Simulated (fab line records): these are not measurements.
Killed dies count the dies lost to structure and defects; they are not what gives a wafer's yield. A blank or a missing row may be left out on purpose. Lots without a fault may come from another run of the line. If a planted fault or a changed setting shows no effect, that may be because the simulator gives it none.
Which tool did it? -- flow sky130 -- 11 lots, 33 wafers sampled, at 3 steps of a route of 708

## WHAT THE GAUGES READ, wafer by wafer
SKY_GATE_OXIDE_THK_MEAS_02.
lot,measured,on,GATE_OXIDE_OXIDATION_00_THK (nm)
L476,day 12 23:18,film metro-02,10.07 10.24 10.19
L477,day 13 09:12,film metro-01,10.50 10.42 10.36
L479,day 14 04:29,film metro-02,10.11 10.01 9.89
L481,day 14 22:05,film metro-01,10.31 10.19 10.23
L484,day 15 17:50,film metro-01,10.26 10.27 10.08
L488,day 17 08:13,film metro-03,5.83 5.83 5.85
L489,day 17 21:13,film metro-02,5.93 5.83 5.88
L490,day 17 16:55,film metro-01,6.08 5.97 5.87
L491,day 18 05:59,film metro-01,5.89 6.02 5.87
L495,day 19 19:10,film metro-03,10.47 10.59 10.25
L497,day 20 11:00,film metro-02,10.17 10.12 10.24

## EACH LOT AND THE TOOL THAT RAN IT (in order: tool; ch and the chambers of the sampled wafers; start)
lot,SKY_FIELD_ISO_ETCH_17,SKY_GATE_OXIDE_OXIDATION_01
L476,"rie si-01 ch 0,1,2, day 2 09:41","furnace-01 ch 0, day 12 21:53"
L477,"rie si-01 ch 0,1,3, day 2 16:16","furnace-02 ch 0, day 13 07:47"
L479,"rie si-02 ch 0,1, day 3 02:43","furnace-01 ch 0, day 14 03:04"
L481,"rie si-02 ch 0,1,2, day 3 11:37","furnace-01 ch 0, day 14 20:41"
L484,"rie si-01 ch 1,2,3, day 4 02:55","furnace-02 ch 0, day 15 16:25"
L488,"rie si-01 ch 0,1,3, day 5 02:22","furnace-01 ch 0, day 17 06:47"
L489,"rie si-01 ch 0,2, day 5 07:20","furnace-01 ch 0, day 17 19:49"
L490,"rie si-02 ch 0,2, day 5 10:22","furnace-01 ch 0, day 17 15:30"
L491,"rie si-02 ch 0,1,2, day 5 16:13","furnace-01 ch 0, day 18 04:34"
L495,"rie si-01 ch 0,1,2, day 6 14:22","furnace-02 ch 0, day 19 17:46"
L497,"rie si-01 ch 0,1,2, day 6 22:17","furnace-02 ch 0, day 20 09:35"
- SKY_FIELD_ISO_ETCH_17: etches Si in HBr/Cl2/O2, target depth 342 nm, time 97.7 s.
- SKY_GATE_OXIDE_OXIDATION_01: stabilise 600 s, purge 300 s, target thk 10.268 nm.

## THE ANSWER, worked out from the rows above alone
Rule: usual is defined by the lots themselves. Put in order of their means at a reading, lots are off if they are a third of the lots or fewer, leave a main group of 4 or more, and stand apart from it by a gap of 3 or more times the standard deviation of the main group's means; of several such gaps the widest counts. If all means in a main group match to the digits the tables above print for the reading, that group is not used. A lot without any number at a reading at which 4 lots or more have one is off too. All remaining lots with rows at the step are treated as sound.
Across all readings shown, no lot is off: no conclusion can be drawn from this.

## WHAT THE SIMULATOR HAD INSERTED
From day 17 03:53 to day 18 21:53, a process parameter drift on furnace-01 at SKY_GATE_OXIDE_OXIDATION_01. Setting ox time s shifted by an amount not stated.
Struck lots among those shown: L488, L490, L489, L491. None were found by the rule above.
